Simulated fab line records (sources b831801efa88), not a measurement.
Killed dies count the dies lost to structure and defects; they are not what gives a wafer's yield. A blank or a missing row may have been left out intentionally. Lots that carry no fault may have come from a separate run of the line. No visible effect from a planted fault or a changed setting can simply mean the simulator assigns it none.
fab line records	flow sky130
record: lots: 12	wafers: 36	last_day: 49
route steps=708 shown METAL2@486 VIA3@593 METAL4@626 METAL5@661 PAD_OPEN@708
lots untouched by any fault: they come from a run of this same line in which no faults occurred
start_h: the number of hours between the record's first day and the start of the first shown wafer of the lot	wait_h: time in hours since the lot's previous step	" as in the row above	L1.1+2: a row that stands for several wafers	- no value present, or no start provided	* or withheld: withheld	< > ~ a bound
route shown NAME@n: NAME is a module with steps in the file, n the number in the route of the first one	usual: mean/standard deviation taken from wafers without a fault	same: alike in all rows	chamber/n: place in a boat	sites: per-site readings	_std_site: standard deviation across them	_edge_site: mean of outer sites minus mean of inner sites	radius_mm: for every site, how far away it sits from the centre of the wafer	mask NAME#n: copy n	behind: tool/chamber where the wafer was last shaped	hold: why the lot was held/for how many hours/how that ended	device: which transistor (n, p or np) failed to switch	end of line: the same wafers' tests at the end of the route	where a step has no rows: the recipe by itself	killed: dies that structure and defects cost at the first sort, which is not the same as the wafer's yield	map: the dies of a wafer, with x for killed, . for not killed, _ for no die there
set.NAME: the run value of the setting; set.NAME@STEP: its run value at that earlier step	model.NAME: the simulator's own value behind a step, which no gauge read
one table for each step of the route and one row for each wafer, over a sample of lots
services: a tool's chamber out of use, with start hour (start_h, from the record's first day; less than 0 if before it), hours out, and reason
== steps ==
step: SKY_METAL2_SPUTTER_03
recipe: material: Ti	target_thk_nm: 5	power_w: 3000	time_s: 3.3	chamber_pressure_pa: 0.4
usual: throttle_valve_pct: 30.4/1.3
lot.wafer	tool	chamber	start_h	wait_h	throttle_valve_pct
L294.2	pvd_sputter-04	-	799.45	0.0	29.0
L294.3	"	-	"	"	30.3
L294.4	"	-	"	"	30.6
L295.4	pvd_sputter-02	-	807.98	0.0	30.7
L295.5	"	-	"	"	28.8
L295.6	"	-	"	"	33.6
L296.1	pvd_sputter-04	-	817.38	0.0	29.7
L296.2	"	-	"	"	30.4
L296.6	"	-	"	"	29.7
L297.1	pvd_sputter-02	-	833.60	0.0	30.7
L297.4	"	-	"	"	28.5
L297.6	"	-	"	"	31.6
L298.3	pvd_sputter-02	-	842.09	0.0	28.6
L298.5	"	-	"	"	30.6
L298.6	"	-	"	"	33.5
L299.1	pvd_sputter-02	-	846.85	0.0	30.5
L299.4	"	-	"	"	33.5
L299.6	"	-	"	"	28.3
L300.1	pvd_sputter-03	-	861.76	0.0	30.5
L300.2	"	-	"	"	28.8
L300.6	"	-	"	"	30.9
L301.1	pvd_sputter-02	-	870.26	0.0	31.6
L301.2	"	-	"	"	30.7
L301.4	"	-	"	"	33.4
L302.2	pvd_sputter-04	-	876.66	0.0	29.2
L302.3	"	-	"	"	30.2
L302.6	"	-	"	"	30.2
L304.1	pvd_sputter-02	-	881.96	0.0	28.6
L304.3	"	-	"	"	30.5
L304.5	"	-	"	"	28.4
L307.4	pvd_sputter-04	-	907.95	0.0	29.6
L307.5	"	-	"	"	30.7
L307.6	"	-	"	"	30.1
L309.2	pvd_sputter-03	-	915.11	0.0	29.8
L309.3	"	-	"	"	30.4
L309.4	"	-	"	"	28.9
step: SKY_VIA3_SPUTTER_20
recipe: material: TiN	target_thk_nm: 20	chamber_pressure_pa: 5	power_w: 4000	time_s: 80
usual: throttle_valve_pct: 30.3/1.4
lot.wafer	tool	chamber	start_h	wait_h	throttle_valve_pct
L294.2	pvd_sputter-03	-	935.89	0.0	28.8
L294.3	"	-	"	"	30.6
L294.4	"	-	"	"	30.2
L295.4	pvd_sputter-02	-	943.35	0.0	30.3
L295.5	"	-	"	"	33.4
L295.6	"	-	"	"	28.5
L296.1	pvd_sputter-04	-	952.80	0.0	30.0
L296.2	"	-	"	"	29.4
L296.6	"	-	"	"	30.9
L297.1	pvd_sputter-03	-	967.53	0.0	28.7
L297.4	"	-	"	"	30.0
L297.6	"	-	"	"	28.5
L298.3	pvd_sputter-04	-	974.79	0.0	29.0
L298.5	"	-	"	"	29.8
L298.6	"	-	"	"	30.1
L299.1	pvd_sputter-04	-	979.25	0.0	30.7
L299.4	"	-	"	"	28.9
L299.6	"	-	"	"	29.1
L300.1	pvd_sputter-02	-	992.85	0.0	33.6
L300.2	"	-	"	"	28.5
L300.6	"	-	"	"	30.6
L301.1	pvd_sputter-03	-	999.87	0.0	30.5
L301.2	"	-	"	"	31.0
L301.4	"	-	"	"	28.7
L302.2	pvd_sputter-03	-	1007.17	0.0	28.7
L302.3	"	-	"	"	31.0
L302.6	"	-	"	"	31.2
L304.1	pvd_sputter-04	-	1011.37	0.0	29.2
L304.3	"	-	"	"	30.4
L304.5	"	-	"	"	30.8
L307.4	pvd_sputter-03	-	1032.46	0.0	30.1
L307.5	"	-	"	"	28.8
L307.6	"	-	"	"	30.6
L309.2	pvd_sputter-02	-	1040.59	0.0	30.3
L309.3	"	-	"	"	31.6
L309.4	"	-	"	"	28.7
step: SKY_METAL4_EXPOSE_10
recipe: mask_id: MM4	na: 0.68	source_shape: annular	sigma_inner: 0.4	sigma_outer: 0.8	target_cd_nm: 300	dose_mj: 28
usual: exposure_dose_mJ_cm2: 27.95/0.034	reticle_temp_C: 22.99/0.11
lot.wafer	tool	chamber	start_h	wait_h	mask	exposure_dose_mJ_cm2	reticle_temp_C
L294.2	krf_scanner-01	0	973.77	-	MM4#0	27.97	23.02
L294.3	"	0	"	"	MM4#0	27.97	23.24
L294.4	"	0	"	"	MM4#0	27.93	22.94
L295.4	krf_scanner-01	0	980.77	-	MM4#0	27.90	22.97
L295.5	"	0	"	"	MM4#0	27.91	22.96
L295.6	"	0	"	"	MM4#0	27.93	22.87
L296.1	krf_scanner-02	0	991.48	-	MM4#0	27.96	23.03
L296.2	"	0	"	"	MM4#0	27.89	23.00
L296.6	"	0	"	"	MM4#0	27.96	23.09
L297.1	krf_scanner-02	0	1004.45	-	MM4#0	27.94	23.04
L297.4	"	0	"	"	MM4#0	27.93	22.89
L297.6	"	0	"	"	MM4#0	27.94	23.06
L298.3	krf_scanner-02	0	1013.15	-	MM4#0	28.00	23.01
L298.5	"	0	"	"	MM4#0	28.01	22.92
L298.6	"	0	"	"	MM4#0	27.95	22.85
L299.1	krf_scanner-01	0	1016.58	-	MM4#0	27.97	23.04
L299.4	"	0	"	"	MM4#0	27.96	22.98
L299.6	"	0	"	"	MM4#0	27.97	23.10
L300.1	krf_scanner-01	0	1029.45	-	MM4#0	27.94	22.88
L300.2	"	0	"	"	MM4#0	27.95	23.08
L300.6	"	0	"	"	MM4#0	27.96	22.85
L301.1	krf_scanner-02	0	1037.04	-	MM4#0	27.94	22.91
L301.2	"	0	"	"	MM4#0	27.99	22.79
L301.4	"	0	"	"	MM4#0	27.94	22.97
L302.2	krf_scanner-02	0	1042.42	-	MM4#0	27.99	22.90
L302.3	"	0	"	"	MM4#0	28.00	22.82
L302.6	"	0	"	"	MM4#0	28.00	23.00
L304.1	krf_scanner-02	0	1047.13	-	MM4#0	27.54	23.14
L304.3	"	0	"	"	MM4#0	27.52	23.23
L304.5	"	0	"	"	MM4#0	27.55	23.06
L307.4	krf_scanner-02	0	1067.95	-	MM4#0	27.62	22.92
L307.5	"	0	"	"	MM4#0	27.60	23.02
L307.6	"	0	"	"	MM4#0	27.62	22.92
L309.2	krf_scanner-02	0	1074.68	-	MM4#0	27.63	22.99
L309.3	"	0	"	"	MM4#0	27.57	22.85
L309.4	"	0	"	"	MM4#0	27.62	22.89
step: SKY_METAL5_SPUTTER_00
recipe: material: Ti	target_thk_nm: 15	power_w: 3000	time_s: 10	chamber_pressure_pa: 0.4
usual: throttle_valve_pct: 30.5/1.4
lot.wafer	tool	chamber	start_h	wait_h	throttle_valve_pct
L294.2	pvd_sputter-03	-	1012.86	0.2	30.6
L294.3	"	-	"	"	28.7
L294.4	"	-	"	"	29.9
L295.4	pvd_sputter-03	-	1019.40	0.2	31.0
L295.5	"	-	"	"	29.7
L295.6	"	-	"	"	28.7
L296.1	pvd_sputter-04	-	1028.00	0.1	29.9
L296.2	"	-	"	"	29.7
L296.6	"	-	"	"	30.6
L297.1	pvd_sputter-04	-	1042.38	0.2	29.1
L297.4	"	-	"	"	29.7
L297.6	"	-	"	"	30.6
L298.3	pvd_sputter-03	-	1049.65	0.2	30.0
L298.5	"	-	"	"	30.8
L298.6	"	-	"	"	28.5
L299.1	pvd_sputter-02	-	1052.95	0.1	33.1
L299.4	"	-	"	"	31.6
L299.6	"	-	"	"	28.5
L300.1	pvd_sputter-02	-	1065.85	0.2	31.7
L300.2	"	-	"	"	33.6
L300.6	"	-	"	"	31.6
L301.1	pvd_sputter-02	-	1072.82	0.2	28.8
L301.2	"	-	"	"	33.5
L301.4	"	-	"	"	31.8
L302.2	pvd_sputter-04	-	1077.64	0.1	30.8
L302.3	"	-	"	"	29.7
L302.6	"	-	"	"	30.9
L304.1	pvd_sputter-02	-	1083.09	0.1	28.4
L304.3	"	-	"	"	33.5
L304.5	"	-	"	"	33.4
L307.4	pvd_sputter-02	-	1101.71	0.1	30.3
L307.5	"	-	"	"	31.4
L307.6	"	-	"	"	33.3
L309.2	pvd_sputter-04	-	1109.08	0.2	29.7
L309.3	"	-	"	"	30.2
L309.4	"	-	"	"	30.6
step: SKY_PAD_OPEN_PROBE_99
usual: defect_limited_yield: 82.7/1.9	killed_at_M0_to_M3: 43/7.1	killed_at_M4_up: 3.2/1.9	killed_at_contacts: 23/5.1	killed_at_front_end: 15/4.5	killed_at_other: 0.4/0.65	killed_dies: 85/9.4	killed_open: 47/6.8	killed_short: 38/6.1	sort_bin_3_pad_short: 0.8/0.38	sort_bin_5_function: 10.3/1.5	sort_bin_6_memory: 6.2/1.1	sort_n_pass: 407/9.4	sort_yield_pct: 82.7/1.9
same: gross_dies: 492	killed_at_back_side: 0	sort_bin_4_leakage[%]: 0	sort_bin_8_speed[%]: 0
lot.wafer	tool	chamber	start_h	wait_h	defect_limited_yield[%]	killed_at_M0_to_M3	killed_at_M4_up	killed_at_contacts	killed_at_front_end	killed_at_other	killed_dies	killed_open	killed_short	sort_bin_3_pad_short[%]	sort_bin_5_function[%]	sort_bin_6_memory[%]	sort_n_pass	sort_yield_pct[%]
L294.2	prober-02	-	1082.66	0.1	79.1	46	3	33	21	0	103	54	49	1.6	10.8	8.5	389	79.1
L294.3	prober-02	-	1082.71	0.2	85.2	43	3	15	12	0	73	42	31	0.2	9.3	5.3	419	85.2
L294.4	prober-02	-	1082.76	0.2	81.9	52	2	21	14	0	89	49	40	0.8	11.6	5.7	403	81.9
L295.4	prober-01	-	1088.26	0.2	84.3	36	2	27	11	1	77	37	40	0.6	9.3	5.7	415	84.3
L295.5	prober-01	-	1088.31	0.2	84.1	32	3	24	19	0	78	42	36	0.6	8.9	6.3	414	84.1
L295.6	prober-01	-	1088.36	0.2	81.3	50	2	23	13	4	92	48	42	0.6	11.0	7.1	400	81.3
L296.1	prober-02	-	1097.07	0.1	83.1	36	5	21	21	0	83	50	32	1.2	9.3	6.3	409	83.1
L296.2	prober-02	-	1097.12	0.1	81.7	54	4	16	16	0	90	50	39	1.4	10.2	6.7	402	81.7
L296.6	prober-02	-	1097.32	0.2	81.7	45	6	29	8	2	90	51	39	0.6	10.8	6.9	402	81.7
L297.1	prober-01	-	1109.86	0.1	83.7	42	1	23	14	0	80	46	34	0.4	9.6	6.3	412	83.7
L297.4	prober-01	-	1110.01	0.2	81.3	45	5	28	14	0	92	57	35	0.6	12.0	6.1	400	81.3
L297.6	prober-01	-	1110.11	0.2	82.9	40	4	23	17	0	84	51	33	0.4	10.4	6.3	408	82.9
L298.3	prober-02	-	1115.88	0.2	80.7	44	1	30	19	1	95	47	48	1.0	9.6	8.7	397	80.7
L298.5	prober-02	-	1115.98	0.2	84.3	39	1	25	12	0	77	42	35	1.6	10.2	3.9	415	84.3
L298.6	prober-02	-	1116.03	0.2	83.3	43	5	19	13	2	82	41	41	1.6	10.2	4.9	410	83.3
L299.1	prober-01	-	1118.34	0.1	81.9	50	3	17	18	1	89	46	41	0.8	10.0	7.3	403	81.9
L299.4	prober-01	-	1118.49	0.2	81.3	50	5	19	17	1	92	46	44	1.2	10.4	7.1	400	81.3
L299.6	prober-01	-	1118.59	0.2	80.5	52	3	17	23	1	96	47	46	0.2	12.8	6.5	396	80.5
L300.1	prober-02	-	1130.91	0.1	79.7	50	2	29	18	1	100	55	45	0.6	13.6	6.1	392	79.7
L300.2	prober-02	-	1130.96	0.1	80.5	50	4	31	11	0	96	51	45	0.8	11.4	7.3	396	80.5
L300.6	prober-02	-	1131.16	0.2	81.1	50	2	23	18	0	93	47	46	1.6	9.8	7.5	399	81.1
L301.1	prober-01	-	1137.98	0.1	79.7	51	1	32	15	1	100	64	36	1.2	13.8	5.3	392	79.7
L301.2	prober-01	-	1138.03	0.1	82.5	46	3	20	17	0	86	48	38	0.4	12.4	4.7	406	82.5
L301.4	prober-01	-	1138.13	0.2	78.5	46	4	32	24	0	106	56	50	1.0	13.8	6.7	386	78.5
L302.2	prober-02	-	1142.47	0.1	82.1	49	1	21	16	1	88	48	39	1.0	10.6	6.3	404	82.1
L302.3	prober-02	-	1142.52	0.2	83.7	46	2	21	10	1	80	42	38	0.2	10.6	5.5	412	83.7
L302.6	prober-02	-	1142.67	0.2	82.1	44	6	29	9	0	88	54	34	1.6	9.6	6.7	404	82.1
L304.1	prober-02	-	1147.75	0.1	82.7	49	3	19	14	0	85	50	35	0.4	10.4	6.5	407	82.7
L304.3	prober-02	-	1147.85	0.2	84.3	41	3	17	16	0	77	44	32	1.0	9.3	5.3	415	84.3
L304.5	prober-02	-	1147.95	0.2	83.7	41	5	23	11	0	80	41	38	1.0	10.2	5.1	412	83.7
L307.4	prober-01	-	1163.07	0.2	84.8	32	3	23	15	2	75	45	30	0.4	8.5	6.3	417	84.8
L307.5	prober-01	-	1163.12	0.2	81.5	43	1	28	19	0	91	50	41	0.6	12.0	5.9	401	81.5
L307.6	prober-01	-	1163.17	0.2	82.3	42	5	25	15	0	87	45	42	0.2	11.0	6.5	405	82.3
L309.2	prober-02	-	1170.67	0.1	83.7	40	3	23	14	0	80	45	35	0.4	9.3	6.5	412	83.7
L309.3	prober-02	-	1170.72	0.2	83.1	50	1	22	9	1	83	42	41	0.6	9.1	7.1	409	83.1
L309.4	prober-02	-	1170.77	0.2	81.5	45	6	26	14	0	91	52	39	0.8	11.4	6.3	401	81.5
killed by level:class
L294.2 VIA1:geometric_particle:open=12 LI_CONTACT:geometric_particle:open=9 CONTACT:geometric_particle:open=8 METAL1:geometric_particle:short=8 FIELD_ISO:geometric_particle:short=7 CONTACT:geometric_particle:short=7 VIA3:geometric_particle:open=7 LI_CONTACT:geometric_particle:short=5
L294.3 VIA1:geometric_particle:open=11 VIA3:geometric_particle:open=7 METAL2:geometric_particle:short=6 METAL1:geometric_particle:short=5 VIA2:geometric_particle:open=5 LI_CONTACT:geometric_particle:open=4 CONTACT:geometric_particle:short=4 CONTACT:geometric_particle:open=4
L294.4 VIA1:geometric_particle:open=10 METAL2:geometric_particle:short=8 VIA3:geometric_particle:open=7 LI_CONTACT:geometric_particle:open=6 VIA2:geometric_particle:short=5 CONTACT:geometric_particle:open=5 VIA1:geometric_particle:short=5 LOCAL_INTERCONNECT:geometric_particle:short=4
L295.4 CONTACT:geometric_particle:open=10 VIA2:geometric_particle:open=7 CONTACT:geometric_particle:short=6 VIA1:geometric_particle:open=6 VIA1:geometric_particle:short=6 LI_CONTACT:geometric_particle:open=5 METAL2:geometric_particle:short=5 LI_CONTACT:geometric_particle:short=4
L295.5 VIA1:geometric_particle:open=10 LI_CONTACT:geometric_particle:open=7 POLY_GATE:geometric_particle:open=5 CONTACT:geometric_particle:open=5 CONTACT:geometric_particle:short=4 METAL2:geometric_particle:short=4 FIELD_ISO:geometric_particle:open=3 FIELD_ISO:geometric_particle:short=3
L295.6 VIA1:geometric_particle:open=14 METAL1:geometric_particle:short=10 VIA1:geometric_particle:short=9 CONTACT:geometric_particle:open=8 LI_CONTACT:geometric_particle:open=6 VIA3:geometric_particle:open=5 VIA2:geometric_particle:open=5 POLY_GATE:geometric_particle:short=4
L296.1 CONTACT:geometric_particle:open=11 VIA2:geometric_particle:open=9 FIELD_ISO:geometric_particle:open=7 VIA1:geometric_particle:open=7 FIELD_ISO:geometric_particle:short=6 VIA1:geometric_particle:short=6 LI_CONTACT:geometric_particle:open=6 VIA3:geometric_particle:open=4
L296.2 VIA1:geometric_particle:open=11 VIA2:geometric_particle:open=9 VIA3:geometric_particle:open=7 CONTACT:geometric_particle:open=6 LI_CONTACT:geometric_particle:open=6 METAL1:geometric_particle:short=6 VIA2:geometric_particle:short=6 VIA1:geometric_particle:short=5
L296.6 CONTACT:geometric_particle:open=12 VIA1:geometric_particle:open=12 VIA2:geometric_particle:open=8 LOCAL_INTERCONNECT:geometric_particle:short=7 METAL2:geometric_particle:short=6 LI_CONTACT:geometric_particle:open=5 METAL1:geometric_particle:short=5 VIA3:geometric_particle:open=5
L297.1 CONTACT:geometric_particle:open=10 VIA1:geometric_particle:open=10 VIA3:geometric_particle:open=8 CONTACT:geometric_particle:short=6 VIA1:geometric_particle:short=6 FIELD_ISO:geometric_particle:open=4 POLY_GATE:geometric_particle:open=4 VIA2:geometric_particle:open=4
L297.4 CONTACT:geometric_particle:open=13 VIA1:geometric_particle:open=8 VIA2:geometric_particle:open=8 VIA3:geometric_particle:open=7 LI_CONTACT:geometric_particle:open=6 VIA2:geometric_particle:short=6 LOCAL_INTERCONNECT:geometric_particle:short=4 POLY_GATE:geometric_particle:open=3
L297.6 VIA3:geometric_particle:open=11 CONTACT:geometric_particle:open=9 VIA2:geometric_particle:open=7 LI_CONTACT:geometric_particle:open=6 POLY_GATE:geometric_particle:open=5 POLY_GATE:geometric_particle:short=5 METAL1:geometric_particle:short=5 VIA1:geometric_particle:open=5
L298.3 CONTACT:geometric_particle:open=8 VIA1:geometric_particle:open=8 LI_CONTACT:geometric_particle:open=7 VIA2:geometric_particle:open=7 CONTACT:geometric_particle:short=6 LOCAL_INTERCONNECT:geometric_particle:short=6 METAL2:geometric_particle:short=6 VIA3:geometric_particle:short=5
L298.5 VIA2:geometric_particle:open=9 LI_CONTACT:geometric_particle:open=8 VIA1:geometric_particle:open=7 CONTACT:geometric_particle:short=6 CONTACT:geometric_particle:open=5 METAL1:geometric_particle:short=4 FIELD_ISO:geometric_particle:open=4 LOCAL_INTERCONNECT:geometric_particle:short=4
L298.6 VIA1:geometric_particle:open=9 LI_CONTACT:geometric_particle:open=6 LOCAL_INTERCONNECT:geometric_particle:short=5 METAL2:geometric_particle:short=5 FIELD_ISO:geometric_particle:short=4 CONTACT:geometric_particle:short=4 METAL1:geometric_particle:short=4 METAL2:geometric_particle:open=4
L299.1 VIA1:geometric_particle:open=9 VIA2:geometric_particle:short=7 VIA2:geometric_particle:open=7 FIELD_ISO:geometric_particle:open=6 METAL1:geometric_particle:short=5 LI_CONTACT:geometric_particle:open=5 CONTACT:geometric_particle:short=5 VIA3:geometric_particle:open=5
L299.4 METAL1:geometric_particle:short=13 VIA1:geometric_particle:open=10 CONTACT:geometric_particle:open=8 METAL2:geometric_particle:short=8 FIELD_ISO:geometric_particle:short=7 VIA2:geometric_particle:open=5 POLY_GATE:geometric_particle:open=4 LI_CONTACT:geometric_particle:open=4
L299.6 FIELD_ISO:geometric_particle:open=8 FIELD_ISO:geometric_particle:short=8 CONTACT:geometric_particle:open=7 METAL2:geometric_particle:short=7 VIA2:geometric_particle:open=7 LI_CONTACT:geometric_particle:open=6 VIA3:geometric_particle:open=6 METAL1:geometric_particle:short=6
L300.1 VIA1:geometric_particle:open=15 VIA3:geometric_particle:open=8 CONTACT:geometric_particle:short=7 LI_CONTACT:geometric_particle:open=7 CONTACT:geometric_particle:open=7 VIA2:geometric_particle:open=7 FIELD_ISO:geometric_particle:short=6 VIA1:geometric_particle:short=6
L300.2 CONTACT:geometric_particle:open=9 CONTACT:geometric_particle:short=9 VIA3:geometric_particle:open=9 LI_CONTACT:geometric_particle:open=8 VIA1:geometric_particle:open=8 VIA1:geometric_particle:short=7 VIA2:geometric_particle:open=7 METAL2:geometric_particle:short=6
L300.6 VIA2:geometric_particle:open=12 CONTACT:geometric_particle:open=9 VIA1:geometric_particle:short=8 VIA3:geometric_particle:open=7 POLY_GATE:geometric_particle:open=6 METAL1:geometric_particle:short=6 POLY_GATE:geometric_particle:short=5 LOCAL_INTERCONNECT:geometric_particle:short=5
L301.1 LI_CONTACT:geometric_particle:open=12 VIA2:geometric_particle:open=10 CONTACT:geometric_particle:open=10 VIA1:geometric_particle:open=9 VIA3:geometric_particle:open=8 METAL1:geometric_particle:short=5 FIELD_ISO:geometric_particle:short=4 FIELD_ISO:geometric_particle:open=4
L301.2 VIA1:geometric_particle:open=10 LI_CONTACT:geometric_particle:open=8 CONTACT:geometric_particle:open=6 VIA2:geometric_particle:short=5 VIA3:geometric_particle:open=5 FIELD_ISO:geometric_particle:short=4 METAL1:geometric_particle:short=4 VIA1:geometric_particle:short=4
L301.4 CONTACT:geometric_particle:open=15 VIA1:geometric_particle:open=11 VIA2:geometric_particle:open=7 CONTACT:geometric_particle:short=7 METAL1:geometric_particle:short=7 POLY_GATE:geometric_particle:short=5 POLY_GATE:geometric_particle:open=5 METAL2:geometric_particle:short=5
L302.2 CONTACT:geometric_particle:open=10 VIA1:geometric_particle:open=10 METAL1:geometric_particle:short=7 FIELD_ISO:geometric_particle:open=6 VIA1:geometric_particle:short=6 VIA3:geometric_particle:open=6 POLY_GATE:geometric_particle:open=4 LI_CONTACT:geometric_particle:open=4
L302.3 CONTACT:geometric_particle:open=8 VIA2:geometric_particle:open=8 VIA1:geometric_particle:open=7 METAL2:geometric_particle:short=6 VIA2:geometric_particle:short=6 LI_CONTACT:geometric_particle:open=4 LOCAL_INTERCONNECT:geometric_particle:short=4 VIA3:geometric_particle:open=4
L302.6 VIA1:geometric_particle:open=19 CONTACT:geometric_particle:open=10 LI_CONTACT:geometric_particle:open=7 METAL2:geometric_particle:short=6 VIA2:geometric_particle:open=6 LOCAL_INTERCONNECT:geometric_particle:short=4 VIA3:geometric_particle:open=4 METAL4:geometric_particle:short=4
L304.1 VIA3:geometric_particle:open=13 CONTACT:geometric_particle:open=8 METAL2:geometric_particle:short=6 VIA1:geometric_particle:open=6 VIA2:geometric_particle:open=6 METAL1:geometric_particle:short=5 FIELD_ISO:geometric_particle:open=4 LI_CONTACT:geometric_particle:open=4
L304.3 VIA1:geometric_particle:open=13 POLY_GATE:geometric_particle:open=6 CONTACT:geometric_particle:open=6 METAL1:geometric_particle:short=5 VIA2:geometric_particle:open=5 LOCAL_INTERCONNECT:geometric_particle:short=4 VIA1:geometric_particle:short=4 VIA3:geometric_particle:open=4
L304.5 VIA1:geometric_particle:open=14 CONTACT:geometric_particle:open=7 METAL2:geometric_particle:short=7 LOCAL_INTERCONNECT:geometric_particle:short=6 LI_CONTACT:geometric_particle:open=5 VIA2:geometric_particle:open=5 VIA3:geometric_particle:open=5 METAL1:geometric_particle:short=4
L307.4 CONTACT:geometric_particle:open=12 VIA1:geometric_particle:open=6 FIELD_ISO:geometric_particle:short=5 METAL1:geometric_particle:short=5 VIA2:geometric_particle:open=5 VIA3:geometric_particle:open=5 LI_CONTACT:geometric_particle:open=3 LI_CONTACT:geometric_particle:short=3
L307.5 VIA3:geometric_particle:open=10 LI_CONTACT:geometric_particle:open=9 POLY_GATE:geometric_particle:short=8 VIA2:geometric_particle:open=7 VIA1:geometric_particle:open=7 CONTACT:geometric_particle:open=5 CONTACT:geometric_particle:short=5 LOCAL_INTERCONNECT:geometric_particle:short=4
L307.6 VIA1:geometric_particle:open=12 LOCAL_INTERCONNECT:geometric_particle:short=9 VIA3:geometric_particle:open=8 VIA2:geometric_particle:open=7 FIELD_ISO:geometric_particle:short=6 CONTACT:geometric_particle:open=6 LI_CONTACT:geometric_particle:open=4 VIA1:geometric_particle:short=4
L309.2 LI_CONTACT:geometric_particle:open=11 VIA1:geometric_particle:open=9 POLY_GATE:geometric_particle:short=6 METAL1:geometric_particle:short=6 VIA2:geometric_particle:open=6 CONTACT:geometric_particle:open=5 VIA3:geometric_particle:open=5 FIELD_ISO:geometric_particle:open=3
L309.3 VIA1:geometric_particle:open=10 METAL1:geometric_particle:short=9 VIA3:geometric_particle:open=8 METAL2:geometric_particle:short=7 LI_CONTACT:geometric_particle:open=7 CONTACT:geometric_particle:open=7 FIELD_ISO:geometric_particle:short=5 CONTACT:geometric_particle:short=5
L309.4 CONTACT:geometric_particle:open=11 VIA1:geometric_particle:short=9 VIA1:geometric_particle:open=8 VIA3:geometric_particle:open=8 LI_CONTACT:geometric_particle:open=7 VIA2:geometric_particle:open=5 FIELD_ISO:geometric_particle:open=4 METAL1:geometric_particle:short=4
== services ==
tool	chamber	start_h	hours	kind
krf_scanner-02	-	775.81	1.3	pm
krf_scanner-01	-	777.88	1.0	pm
krf_scanner-01	-	781.17	2.5	repair
pvd_sputter-03	-	802.24	6.7	repair
krf_scanner-01	-	807.06	0.2	repair
krf_scanner-01	-	810.27	4.4	pm
krf_scanner-01	-	817.31	0.8	pm
krf_scanner-01	-	859.10	3.6	pm
krf_scanner-02	-	862.65	0.8	pm
pvd_sputter-02	-	867.82	0.9	repair
krf_scanner-01	-	873.96	0.7	repair
krf_scanner-02	-	917.48	3.6	pm
krf_scanner-02	-	921.20	1.0	pm
krf_scanner-02	-	951.71	1.3	pm
krf_scanner-02	-	969.17	1.2	repair
krf_scanner-02	-	971.12	4.0	pm
pvd_sputter-04	-	983.99	1.9	repair
pvd_sputter-02	-	1001.31	36.9	repair
krf_scanner-02	-	1031.02	0.8	pm
pvd_sputter-04	-	1057.39	14.6	repair
pvd_sputter-03	-	1072.37	1.8	repair
pvd_sputter-03	-	1074.54	0.5	repair
krf_scanner-02	-	1090.20	1.0	pm
krf_scanner-02	-	1092.05	4.4	pm
== key ==
first_sign: step: SKY_METAL4_EXPOSE_10	reading: exposure_dose_mJ_cm2	direction: down	sigmas: 11	usual: *	struck: *
effect none on later readings
met_at SKY_METAL4_EXPOSE_10
struck_lots L304,L307,L309
loop_trim: step: SKY_METAL4_EXPOSE_10	setting: dose	lots: L307,L309
not_acting_at SKY_METAL2_SPUTTER_03,SKY_VIA3_SPUTTER_20,SKY_METAL5_SPUTTER_00
onset_between 1042.42 1047.13
fault: kind: process_parameter_drift	tool: krf_scanner-02	chamber: -	onset_h: 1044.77	steps: SKY_METAL4_EXPOSE_10	channel: dose_mj	offset: -0.44984	shape: step	acts_in: these_recipes_only	stated: 28
loop_trim: a control loop set the setting to another value than it would have without faults
